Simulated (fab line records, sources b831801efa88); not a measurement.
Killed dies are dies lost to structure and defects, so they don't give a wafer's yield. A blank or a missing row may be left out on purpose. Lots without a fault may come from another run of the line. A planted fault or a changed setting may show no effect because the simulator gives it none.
Which tool did it? | flow gf180mcu | 11 lots, 33 wafers sampled, at 4 steps of a route of 602

WHAT THE GAUGES READ, wafer by wafer
The record holds no reading of a measuring or inspecting step that can be judged against a usual standard deviation.

WHICH TOOL RAN EACH LOT (tool, then ch and the chambers of the sampled wafers, then the start)
lot  | GF_DNWELL_DEVELOP_06             | GF_LVPWELL_STRIP_10                 | GF_V1_ETCH_16                      | GF_V2_CMP_26
L231 | litho_track-04 ch 0, day 2 18:00 | plasma_asher-02 ch 0,1, day 3 21:47 | rie_diel-04 ch 1,2,3, day 18 07:23 | cmp-02 ch 1,2, day 20 12:04
L232 | litho_track-03 ch 0, day 3 00:00 | plasma_asher-02 ch 0,1, day 4 03:50 | rie_diel-01 ch 0,2,3, day 18 14:26 | cmp-01 ch 0,2,3, day 20 20:11
L238 | litho_track-03 ch 0, day 4 08:00 | plasma_asher-04 ch 0,1, day 5 14:10 | rie_diel-02 ch 0,2,3, day 21 05:15 | cmp-02 ch 0,1,2, day 23 09:32
L240 | litho_track-03 ch 0, day 4 19:00 | plasma_asher-01 ch 0,1, day 6 00:56 | rie_diel-01 ch 0,1,3, day 22 01:05 | cmp-01 ch 2,3, day 24 03:23
L242 | litho_track-01 ch 0, day 5 07:00 | plasma_asher-02 ch 0,1, day 6 13:05 | rie_diel-04 ch 0,1, day 22 16:04   | cmp-01 ch 1,2,3, day 24 17:51
L247 | litho_track-01 ch 0, day 6 08:00 | plasma_asher-02 ch 0,1, day 7 16:08 | rie_diel-04 ch 0,1,3, day 24 08:51 | cmp-02 ch 0,3, day 26 08:18
L248 | litho_track-01 ch 0, day 6 12:00 | plasma_asher-01 ch 0,1, day 7 22:22 | rie_diel-04 ch 2,3, day 24 16:04   | cmp-02 ch 0,1,2, day 26 14:48
L250 | litho_track-01 ch 0, day 6 23:00 | plasma_asher-02 ch 0,1, day 8 08:43 | rie_diel-01 ch 0,2,3, day 25 07:14 | cmp-02 ch 0,2,3, day 27 05:38
L251 | litho_track-01 ch 0, day 7 06:00 | plasma_asher-04 ch 0,1, day 8 16:32 | rie_diel-04 ch 0,1,2, day 25 10:45 | cmp-02 ch 1,3, day 27 09:21
L253 | litho_track-01 ch 0, day 7 15:00 | plasma_asher-02 ch 0,1, day 9 01:22 | rie_diel-02 ch 1,2, day 26 01:42   | cmp-02 ch 1,2, day 27 23:57
L254 | litho_track-01 ch 0, day 7 21:00 | plasma_asher-04 ch 0,1, day 9 07:43 | rie_diel-01 ch 1,2, day 26 09:54   | cmp-02 ch 0,3, day 28 07:01
- GF_DNWELL_DEVELOP_06: develop time 60 s.
- GF_LVPWELL_STRIP_10: strips in O2/N2.
- GF_V1_ETCH_16: etches BARC in N2/H2.
- GF_V2_CMP_26: polishes, stops on SiO2, t overpolish 15 s, target thk 0 nm.

WHAT THE TOOLS THEMSELVES READ (means of the sampled wafers that have a number; where no wafer has one, the mark that the record gives instead)
GF_DNWELL_DEVELOP_06. Usual: developer_temp_C 23.00 C, standard deviation 0.11.
lot  | tool           | developer_temp_C (C) | flag
L231 | litho_track-04 | 22.97                |
L232 | litho_track-03 | 22.86                |
L238 | litho_track-03 | 23.99                | OFF
L240 | litho_track-03 | 23.87                | OFF
L242 | litho_track-01 | 22.95                |
L247 | litho_track-01 | 22.99                |
L248 | litho_track-01 | 23.13                |
L250 | litho_track-01 | 22.99                |
L251 | litho_track-01 | 23.04                |
L253 | litho_track-01 | 22.94                |
L254 | litho_track-01 | 22.87                |

GF_LVPWELL_STRIP_10. Usual: drypump_motor_current_A 6.1 A, standard deviation 0.45; heater_power_w 317 W, standard deviation 31; oes_product_au 0.722 a.u., standard deviation 0.005; strip_time_to_endpoint_s 36.98 s, standard deviation 0.12.
lot  | tool            | drypump_motor_current_A (A) | heater_power_w (W) | oes_product_au (a.u.) | strip_time_to_endpoint_s (s) | flag
L231 | plasma_asher-02 | 6.1                         | 339                | 0.718                 | 36.87                        |
L232 | plasma_asher-02 | 6.1                         | 353                | 0.719                 | 37.15                        |
L238 | plasma_asher-04 | 5.5                         | 304                | 0.724                 | 36.91                        |
L240 | plasma_asher-01 | 6.6                         | 301                | 0.726                 | 37.26                        |
L242 | plasma_asher-02 | 6.1                         | 335                | 0.724                 | 37.02                        |
L247 | plasma_asher-02 | 6.1                         | 331                | 0.719                 | 37.07                        |
L248 | plasma_asher-01 | 6.7                         | 306                | 0.718                 | 37.00                        |
L250 | plasma_asher-02 | 6.1                         | 354                | 0.727                 | 36.96                        |
L251 | plasma_asher-04 | 5.5                         | 304                | 0.724                 | 37.00                        |
L253 | plasma_asher-02 | 6.1                         | 336                | 0.723                 | 36.96                        |
L254 | plasma_asher-04 | 5.5                         | 304                | 0.723                 | 36.90                        |

GF_V1_ETCH_16. Usual: drypump_motor_current_A 5.9 A, standard deviation 0.32; oes_product_au 0.855 a.u., standard deviation 0.0047; throttle_valve_pct 13.225 %, standard deviation 0.0096.
lot  | tool        | drypump_motor_current_A (A) | oes_product_au (a.u.) | throttle_valve_pct (%) | flag
L231 | rie_diel-04 | 5.8                         | 0.857                 | 13.216                 |
L232 | rie_diel-01 | 6.1                         | 0.863                 | 13.231                 |
L238 | rie_diel-02 | 5.9                         | 0.857                 | 13.224                 |
L240 | rie_diel-01 | 6.0                         | 0.857                 | 13.222                 |
L242 | rie_diel-04 | 6.2                         | 0.853                 | 13.217                 |
L247 | rie_diel-04 | 6.0                         | 0.856                 | 13.225                 |
L248 | rie_diel-04 | 5.7                         | 0.852                 | 13.227                 |
L250 | rie_diel-01 | 6.2                         | 0.849                 | 13.235                 |
L251 | rie_diel-04 | 6.0                         | 0.857                 | 13.229                 |
L253 | rie_diel-02 | 6.1                         | 0.857                 | 13.222                 |
L254 | rie_diel-01 | 5.5                         | 0.857                 | 13.219                 |

GF_V2_CMP_26. Usual: head_pressure_psi 3.498 psi, standard deviation 0.007; motor_current_A 10.9 A, standard deviation 1.3; overpolish_run_s 15.001 s, standard deviation 0.0094; time_to_endpoint_s 85.2 s, standard deviation 2.9.
lot  | tool   | head_pressure_psi (psi) | motor_current_A (A) | overpolish_run_s (s) | time_to_endpoint_s (s) | flag
L231 | cmp-02 | 3.491                   | 11.6                | 15.003               | 85.9                   |
L232 | cmp-01 | 3.501                   | 11.4                | 15.006               | 88.1                   |
L238 | cmp-02 | 3.494                   | 11.0                | 14.998               | 83.8                   |
L240 | cmp-01 | 3.498                   | 12.2                | 15.003               | 85.1                   |
L242 | cmp-01 | 3.490                   | 11.8                | 15.009               | 82.9                   |
L247 | cmp-02 | 3.494                   | 9.4                 | 14.996               | 85.8                   |
L248 | cmp-02 | 3.504                   | 11.3                | 14.993               | 82.0                   |
L250 | cmp-02 | 3.505                   | 10.2                | 15.005               | 84.4                   |
L251 | cmp-02 | 3.505                   | 10.1                | 15.003               | 79.8                   |
L253 | cmp-02 | 3.498                   | 11.5                | 15.012               | 86.5                   |
L254 | cmp-02 | 3.492                   | 9.2                 | 15.003               | 85.4                   |

THE ANSWER, worked out from the rows above alone
Rule: a lot is off if the mean of its wafers that have a number lies more than 3 standard deviations from the usual mean. A lot without any number at a reading at which 4 lots or more have one is off too. The other lots that the step has rows for count as sound. The gauges are gone through in route order, then the tools' own readings, and for those a lot's mean is taken as printed above. The first step at which some lot is off is used, and at that step the reading that is off furthest; a lot without a number counts as furthest.
Off: L238, L240, at GF_DNWELL_DEVELOP_06 (developer_temp_C).
A tool fits if, at that step or a process step before it, it ran every lot that is off, and no sound lot after the first of them. One fits: litho_track-03 at GF_DNWELL_DEVELOP_06. Its last sound lot is L232 (day 3 00:00), its first lot that is off L238 (day 4 08:00): a fault that began between those two fits.
The tool's own readings at GF_DNWELL_DEVELOP_06 bear it out: on the lots that are off they differ by more than 5 times the standard deviation of the sound lots' means. developer_temp_C reads 23.93 C there against 22.97 C on the sound lots.

WHAT THE SIMULATOR HAD PUT IN
Process parameter drift: litho_track-03, from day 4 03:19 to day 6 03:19, at GF_DNWELL_DEVELOP_06. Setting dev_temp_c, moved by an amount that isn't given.
Lots struck among those shown: L238, L240. The rule above found the same.
